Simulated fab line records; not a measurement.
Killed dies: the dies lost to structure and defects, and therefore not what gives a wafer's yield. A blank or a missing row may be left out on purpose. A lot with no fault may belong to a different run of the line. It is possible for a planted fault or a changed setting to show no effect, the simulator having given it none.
Split-lot trial + flow gf180mcu + 23 wafers read from 5 lots, route of 602 steps

== THE SPLIT ITSELF ==
At GF_MVPSD_COAT_02 (resist thk 3000 nm), the setting spin-rpm was moved away from the recipe's 2000 rpm on 7 of the 23 wafers read, by -6.2% to +4.8%. All remaining wafers had this setting at the recipe value.

The split's own step is where the reading is taken.

== THE READING ==
coat_of_MVPSD_COAT_02.thk-nm (the simulator's own value, which no gauge read), in nm, at GF_MVPSD_COAT_02 (resist thk 3000 nm). The file does not state a usual value for it. Here, 16 wafers ran the recipe; their average is 3003 nm with a standard deviation of 5.6 nm.

| wafer  | tool, chamber at the split | spin-rpm as run, rpm | against the recipe | coat_of_MVPSD_COAT_02.thk-nm, nm | against lot-mates on the recipe |
|--------|----------------------------|----------------------|--------------------|----------------------------------|---------------------------------|
| L074.2 | litho-track-03, 0          | 2000                 | recipe             | 3006                             | -                               |
| L074.3 | litho-track-03, 0          | 2000                 | recipe             | 3013                             | -                               |
| L074.4 | litho-track-03, 0          | 2000                 | recipe             | 3004                             | -                               |
| L074.5 | litho-track-03, 0          | 2000                 | recipe             | 3007                             | -                               |
| L074.6 | litho-track-03, 0          | 2000                 | recipe             | 3005                             | -                               |
| L075.1 | litho-track-04, 0          | 2000                 | recipe             | 3008                             | -                               |
| L075.2 | litho-track-04, 0          | 2000                 | recipe             | 3004                             | -                               |
| L075.3 | litho-track-04, 0          | 1876                 | -6.2%              | 3102                             | +98                             |
| L075.4 | litho-track-04, 0          | 2000                 | recipe             | 3001                             | -                               |
| L075.5 | litho-track-04, 0          | 1876                 | -6.2%              | 3101                             | +97                             |
| L076.2 | litho-track-04, 0          | 2000                 | recipe             | 3005                             | -                               |
| L076.5 | litho-track-04, 0          | 2000                 | recipe             | 3006                             | -                               |
| L076.6 | litho-track-04, 0          | 2000                 | recipe             | 3002                             | -                               |
| L080.1 | litho-track-01, 0          | 1899                 | -5.0%              | 3097                             | +95                             |
| L080.2 | litho-track-01, 0          | 2000                 | recipe             | 3002                             | -                               |
| L080.3 | litho-track-01, 0          | 2000                 | recipe             | 2997                             | -                               |
| L080.4 | litho-track-01, 0          | 1899                 | -5.0%              | 3084                             | +82                             |
| L080.5 | litho-track-01, 0          | 2000                 | recipe             | 3008                             | -                               |
| L085.1 | litho-track-04, 0          | 2095                 | +4.8%              | 2922                             | -70                             |
| L085.2 | litho-track-04, 0          | 2000                 | recipe             | 2990                             | -                               |
| L085.4 | litho-track-04, 0          | 2000                 | recipe             | 2993                             | -                               |
| L085.5 | litho-track-04, 0          | 2095                 | +4.8%              | 2930                             | -62                             |
| L085.6 | litho-track-04, 0          | 2095                 | +4.8%              | 2927                             | -64                             |

FIT RESULTS
A straight line over all 23 wafers: coat_of_MVPSD_COAT_02.thk-nm changes by -16.3 nm for each +1% of spin-rpm; r = -0.99; the points scatter about the line by 5.7 nm.
The same after taking each lot's own level away (the mean of its wafers on the recipe; 23 wafers): -15.4 nm for each +1%; r = -0.99; scatter 5.2 nm.
That fit puts the effect of the largest move of spin-rpm on the reading at 95 nm.
From 2991.5 to 3007.0 nm: that is the span of the lots' own levels, equal to 2.8 times the standard deviation above.
Consequently the slope shifts little with the lot-to-lot level, the two slopes agreeing.
Check: +97.3 nm against its lot-mates is what the line predicts for one of the wafers moved furthest among these (-6.2%) when that wafer is left out of the fit. Against them it came out at +97.7 nm.

== OTHER SPLITS APPLIED TO THESE WAFERS ==
Before the reading, these wafers also passed through other splits. Each is held against what the fit with the lots' levels taken away leaves over:
| other split on the same wafers     | wafers away from the commonest value | r with coat_of_MVPSD_COAT_02.thk-nm (lot level and that fit taken away) |
|------------------------------------|--------------------------------------|-------------------------------------------------------------------------|
| GF_STI_CVD_03 time-s               | 18                                   | +0.14                                                                   |
| GF_STI_PEB_10 peb-temp-c           | 7                                    | +0.18                                                                   |
| GF_STI_ETCH_13 time-s              | 7                                    | +0.12                                                                   |
| GF_STI_WET_ETCH_26 time-s          | 15                                   | -0.19                                                                   |
| GF_DNWELL_COAT_02 spin-rpm         | 9                                    | +0.28                                                                   |
| GF_DNWELL_IMPLANT_07 dose-cm2      | 6                                    | +0.38                                                                   |
| GF_NWELL_STRIP_10 o2-flow-sccm     | 10                                   | -0.09                                                                   |
| GF_LVPWELL_COAT_02 spin-rpm        | 9                                    | -0.37                                                                   |
| GF_LVPWELL_STRIP_10 pressure-mtorr | 18                                   | -0.21                                                                   |

== FILE'S OWN FIT ==
coat_of_MVPSD_COAT_02.thk-nm changes by -15.7 nm for each +1% of spin-rpm, r = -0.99.
